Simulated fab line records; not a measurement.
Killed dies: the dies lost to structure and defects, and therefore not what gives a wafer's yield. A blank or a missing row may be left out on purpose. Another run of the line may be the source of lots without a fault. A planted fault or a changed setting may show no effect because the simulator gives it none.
Which tool did it?	flow gf180mcu	12 lots, 36 wafers sampled, at 6 steps of a route of 602

## WHAT THE GAUGES SHOWED, per wafer
GF_PSD_RS_MEAS_14: uses a four-point probe to measure.
lot	measured	on	NSD_RS (ohm/sq)
L356	day 15 01:42	film metro-01	46.09 46.19 46.19
L357	day 15 06:57	film metro-04	46.14 46.30 46.18
L359	day 15 23:41	film metro-04	46.11 46.26 46.17
L360	day 16 06:47	film metro-03	46.09 46.09 46.04
L361	day 16 21:13	film metro-03	46.07 46.10 46.09
L362	day 17 07:31	film metro-04	46.27 46.20 46.18
L364	day 17 18:52	film metro-04	46.21 46.16 46.11
L368	day 19 09:55	film metro-01	46.09 46.11 46.01
L370	day 20 05:32	film metro-03	42.20 42.26 42.10
L373	day 20 21:13	film metro-04	42.20 42.16 42.22
L374	day 21 07:42	film metro-04	46.06 46.00 46.16
L377	day 22 04:33	film metro-03	46.08 46.13 46.13

GF_PSD_RS_MEAS_15: uses a four-point probe to measure.
lot	measured	on	PSD_RS (ohm/sq)
L356	day 15 01:49	film metro-01	107.77 107.68 107.85
L357	day 15 07:04	film metro-04	108.05 108.19 107.95
L359	day 15 23:48	film metro-04	107.64 107.89 107.91
L360	day 16 06:54	film metro-03	107.64 107.64 107.86
L361	day 16 21:20	film metro-03	107.87 107.97 107.76
L362	day 17 07:38	film metro-04	107.96 107.77 107.80
L364	day 17 18:59	film metro-04	107.72 107.36 107.50
L368	day 19 10:02	film metro-01	108.00 108.08 107.41
L370	day 20 05:39	film metro-03	97.00 97.09 97.00
L373	day 20 21:20	film metro-04	97.21 97.03 96.98
L374	day 21 07:49	film metro-04	107.43 107.50 107.57
L377	day 22 04:40	film metro-03	107.79 107.84 108.33

GF_SAB_OVL_MEAS_10.
lot	measured	on	SAB_OVL (nm)
L356	day 15 23:46	overlay-02	0.0 -1.0 -0.5
L357	day 16 04:16	overlay-01	0.0 -0.8 -0.7
L359	day 16 22:01	overlay-01	0.1 -0.7 -1.3
L360	day 17 06:09	overlay-01	-2.5 -2.4 -1.8
L361	day 17 20:36	overlay-01	1.1 1.3 -0.2
L362	day 18 06:47	overlay-01	-2.0 -3.0 -2.5
L364	day 18 18:26	overlay-02	-0.6 -1.1 -2.7
L368	day 20 10:22	overlay-01	0.2 0.0 -2.3
L370	day 21 05:11	overlay-02	-1.4 -0.8 -0.4
L373	day 21 20:53	overlay-02	2.8 -0.4 1.2
L374	day 22 07:43	overlay-02	-0.8 -1.2 -0.2
L377	day 23 04:11	overlay-01	-0.5 -2.9 -0.6

## WHAT TOOL EACH LOT RAN ON (gives the tool, then ch and the chambers of the sampled wafers, and finally the start)
lot	GF_HV_LDD_RTA_52	GF_HV_LDD_ETCHBACK_58	GF_PSD_RTA_13
L356	rtp anneal-02 ch 0, day 13 04:52	rie diel-01 ch 1,2, day 13 07:38	rtp anneal-02 ch 0, day 15 01:37
L357	rtp anneal-01 ch 0, day 13 08:58	rie diel-01 ch 0,1,3, day 13 11:44	rtp anneal-01 ch 0, day 15 06:52
L359	rtp anneal-01 ch 0, day 14 01:28	rie diel-01 ch 2,3, day 14 04:14	rtp anneal-01 ch 0, day 15 23:36
L360	rtp anneal-02 ch 0, day 14 08:23	rie diel-02 ch 0,2,3, day 14 11:08	rtp anneal-02 ch 0, day 16 06:41
L361	rtp anneal-02 ch 0, day 14 20:12	rie diel-01 ch 1,2, day 15 00:31	rtp anneal-02 ch 0, day 16 21:08
L362	rtp anneal-02 ch 0, day 15 07:10	rie diel-03 ch 0,2,3, day 15 10:26	rtp anneal-01 ch 0, day 17 07:26
L364	rtp anneal-01 ch 0, day 15 16:27	rie diel-02 ch 2,3, day 15 20:20	rtp anneal-02 ch 0, day 17 18:46
L368	rtp anneal-01 ch 0, day 17 06:04	rie diel-03 ch 2,3, day 17 08:47	rtp anneal-02 ch 0, day 19 09:49
L370	rtp anneal-02 ch 0, day 18 02:02	rie diel-02 ch 2,3, day 18 05:10	rtp anneal-02 ch 0, day 20 05:26
L373	rtp anneal-01 ch 0, day 18 16:40	rie diel-03 ch 0,2,3, day 18 19:26	rtp anneal-02 ch 0, day 20 21:08
L374	rtp anneal-01 ch 0, day 19 04:28	rie diel-02 ch 0,1,2, day 19 07:13	rtp anneal-01 ch 0, day 21 07:37
L377	rtp anneal-02 ch 0, day 20 01:05	rie diel-02 ch 0,2,3, day 20 03:50	rtp anneal-01 ch 0, day 22 04:28
- GF_HV_LDD_RTA_52: time 10 s.
- GF_HV_LDD_ETCHBACK_58: etches Si3N4 in CH3F/O2, stops on SiO2, time 100 s, target depth 90 nm.
- GF_PSD_RTA_13: time 20 s.

## WHAT THE TOOLS THEMSELVES READ (means of the sampled wafers that have a number; where no wafer has one, the mark that the record gives instead)
GF_HV_LDD_RTA_52.
lot	tool	anneal temp c max	chamber o2 ppm	lamp power pct (%)	wafer_temp_C_max
L356	rtp anneal-02	1006.1	2.012	28	1004.5
L357	rtp anneal-01	1004.5	1.993	37	1006.3
L359	rtp anneal-01	1004.5	1.995	37	1007.1
L360	rtp anneal-02	1006.1	1.984	28	1005.7
L361	rtp anneal-02	1004.9	1.989	28	1005.9
L362	rtp anneal-02	1004.6	1.973	28	1005.5
L364	rtp anneal-01	1004.4	2.005	37	1008.2
L368	rtp anneal-01	1005.4	1.996	37	1006.7
L370	rtp anneal-02	1005.3	2.008	28	1005.7
L373	rtp anneal-01	1004.2	2.011	37	1007.0
L374	rtp anneal-01	1005.3	1.992	37	1007.5
L377	rtp anneal-02	1005.4	2.003	28	1004.9

GF_HV_LDD_ETCHBACK_58.
lot	tool	O2_flow_sccm (sccm)	drypump motor current A (A)	oes product au (a.u.)	throttle valve pct (%)
L356	rie diel-01	30.03	5.6	0.836	10.569
L357	rie diel-01	29.95	5.7	0.846	10.563
L359	rie diel-01	29.94	5.5	0.843	10.561
L360	rie diel-02	29.99	5.2	0.844	10.556
L361	rie diel-01	30.10	5.6	0.833	10.558
L362	rie diel-03	30.00	6.0	0.842	10.562
L364	rie diel-02	30.03	5.1	0.838	10.559
L368	rie diel-03	30.11	5.6	0.834	10.564
L370	rie diel-02	30.02	5.2	0.855	10.562
L373	rie diel-03	30.01	6.0	0.850	10.557
L374	rie diel-02	29.88	5.5	0.841	10.563
L377	rie diel-02	29.93	5.2	0.839	10.564

GF_PSD_RTA_13.
lot	tool	chamber o2 ppm	lamp power pct (%)	wafer_temp_C_max
L356	rtp anneal-02	1.992	29	1030.6
L357	rtp anneal-01	1.968	38	1032.3
L359	rtp anneal-01	1.992	38	1030.9
L360	rtp anneal-02	1.999	29	1029.0
L361	rtp anneal-02	2.011	29	1030.6
L362	rtp anneal-01	2.018	38	1031.9
L364	rtp anneal-02	1.994	29	1031.2
L368	rtp anneal-02	2.002	29	1029.6
L370	rtp anneal-02	2.000	31	1057.7
L373	rtp anneal-02	1.991	31	1057.2
L374	rtp anneal-01	2.002	38	1032.1
L377	rtp anneal-01	2.023	38	1032.6

## THE ANSWER, worked out from the rows above alone
Rule: the lots themselves supply what counts as usual. The widest of any qualifying gaps counts: lots, ordered by their means at a reading, are off when they make up no more than a third of the lots, leave a main group of 4 or more, and stand apart from it by 3 or more times the standard deviation of that group's means. Not used: any main group whose means are identical at the precision the tables above print for the reading. Also off: a lot with no number at a reading for which 4 or more lots have one. All remaining lots with rows at the step are treated as sound. Order of review: gauges by route order, followed by the tools' own readings, for which a lot's mean as printed above is used. The first step at which some lot is off is used, and at that step the reading that is off furthest; a lot without a number counts as furthest.
Off: L370, L373, at GF_PSD_RS_MEAS_14 (NSD_RS). For the main group the mean is 46.13 ohm/sq and the standard deviation 0.054.
If a tool, at a process step before that reading, ran all the lots that are off and no sound lot after the first of them, it fits. Not tried: the gauges at GF_PSD_RS_MEAS_14; whatever is off there is also off at GF_PSD_RTA_13, on other tools, and gauge error can't account for it. One fits: rtp anneal-02 at GF_PSD_RTA_13. A fault onset in the window from L368 (day 19 09:49, its last sound lot) to L370 (day 20 05:26, its first lot off) fits.
On the lots that are off, the tool's own readings at GF_PSD_RTA_13 differ by more than 5 times the standard deviation of the sound lots' means, which bears it out; wafer_temp_C_max reads 1057.5 there versus 1031.1 on the sound lots.

## WHAT HAD BEEN PUT IN BY THE SIMULATOR
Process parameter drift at GF_PSD_RTA_13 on rtp anneal-02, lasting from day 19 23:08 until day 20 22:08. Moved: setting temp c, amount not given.
Shown lots that were struck: L370, L373. Same finding as the rule above.
